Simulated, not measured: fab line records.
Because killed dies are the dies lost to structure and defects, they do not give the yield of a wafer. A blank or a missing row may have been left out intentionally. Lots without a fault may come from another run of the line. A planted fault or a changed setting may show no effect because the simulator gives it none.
What tool caused it?	flow sky130	14 lots with 42 wafers sampled at 2 steps, on a route of 708 steps

== WHAT THE GAUGES SHOWED, per wafer ==
SKY_VIA4_OVL_MEAS_11. Usual: VIA4_OVL 1.1 nm, standard deviation 1.4.
lot	measured	on	VIA4_OVL (nm)	flag
L603	day 42 16:55	overlay-01	0.3 -0.5 -0.2	
L604	day 43 02:04	overlay-01	-0.5 -0.4 1.3	
L605	day 43 13:13	overlay-02	-0.5 1.2 1.2	
L606	day 43 14:20	overlay-01	1.0 2.5 2.4	
L607	day 44 05:31	overlay-02	0.7 -0.2 -1.3	
L609	day 44 08:37	overlay-01	3.7 0.8 2.6	
L610	day 44 19:03	overlay-02	1.2 1.1 -0.5	
L611	day 45 02:59	overlay-02	0.3 -0.4 -1.5	
L613	day 45 12:53	overlay-02	0.9 0.8 1.9	
L614	day 45 22:20	overlay-01	1.3 -0.5 0.7	
L615	day 46 02:00	overlay-01	0.2 -2.6 0.0	
L619	day 47 06:55	overlay-02	135.7 133.8 135.2	OFF
L618	day 47 08:45	overlay-01	134.9 133.4 131.8	OFF
L626	day 48 16:24	overlay-02	2.0 1.9 2.2	

== WHICH TOOL RAN EACH LOT (tool, then ch and the chambers of the sampled wafers, then the start) ==
lot	SKY_VIA4_EXPOSE_08
L603	iline_stepper-01 ch 0, day 42 05:19
L604	iline_stepper-02 ch 0, day 42 15:28
L605	iline_stepper-02 ch 0, day 43 01:25
L606	iline_stepper-02 ch 0, day 43 02:42
L607	iline_stepper-02 ch 0, day 43 19:14
L609	iline_stepper-02 ch 0, day 43 21:55
L610	iline_stepper-02 ch 0, day 44 08:02
L611	iline_stepper-02 ch 0, day 44 16:35
L613	iline_stepper-02 ch 0, day 45 01:56
L614	iline_stepper-01 ch 0, day 45 12:07
L615	iline_stepper-01 ch 0, day 45 15:53
L619	iline_stepper-01 ch 0, day 46 20:58
L618	iline_stepper-01 ch 0, day 46 22:38
L626	iline_stepper-02 ch 0, day 48 07:29
- SKY_VIA4_EXPOSE_08: exposes mask VIM4, target cd 800 nm.

== WHAT THE TOOLS THEMSELVES READ (means of the sampled wafers that have a number; where no wafer has one, the mark that the record gives instead) ==
SKY_VIA4_EXPOSE_08. Usual: focus_offset_nm reads 0.0 nm (standard deviation 0.54).
lot	tool	focus_offset_nm (nm)	flag
L603	iline_stepper-01	-0.2	
L604	iline_stepper-02	-0.4	
L605	iline_stepper-02	0.2	
L606	iline_stepper-02	-0.6	
L607	iline_stepper-02	-0.2	
L609	iline_stepper-02	-0.8	
L610	iline_stepper-02	0.2	
L611	iline_stepper-02	0.4	
L613	iline_stepper-02	-0.1	
L614	iline_stepper-01	-0.5	
L615	iline_stepper-01	-0.5	
L619	iline_stepper-01	0.2	
L618	iline_stepper-01	0.2	
L626	iline_stepper-02	-0.3	

== THE ANSWER, worked out from the rows above alone ==
Rule: a lot is off if the mean of its wafers that have a number lies more than 3 standard deviations from the usual mean. A lot without any number at a reading at which 4 lots or more have one is off too. Where the step has rows for the other lots, those lots are counted as sound. The gauges are gone through in route order, then the tools' own readings, and for those a lot's mean is taken as printed above. At the first step where some lot is off, the reading lying furthest off is the one used; lots without a number count as furthest.
Off: at SKY_VIA4_OVL_MEAS_11 (VIA4_OVL), L619, L618.
If a tool, at a process step before that reading, ran all the lots that are off and no sound lot after the first of them, it fits. The gauges at SKY_VIA4_OVL_MEAS_11 are tried like those tools. One fits: SKY_VIA4_EXPOSE_08 on iline_stepper-01. Its last sound lot is L615 (day 45 15:53), its first lot that is off L619 (day 46 20:58): a fault that began between those two fits.

== WHAT THE SIMULATOR PUT IN ==
Scanner matching overlay: iline_stepper-01, from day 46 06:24 on, at SKY_VIA4_EXPOSE_08. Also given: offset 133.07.
Shown lots that were struck: L619, L618. The rule above reached the same finding.
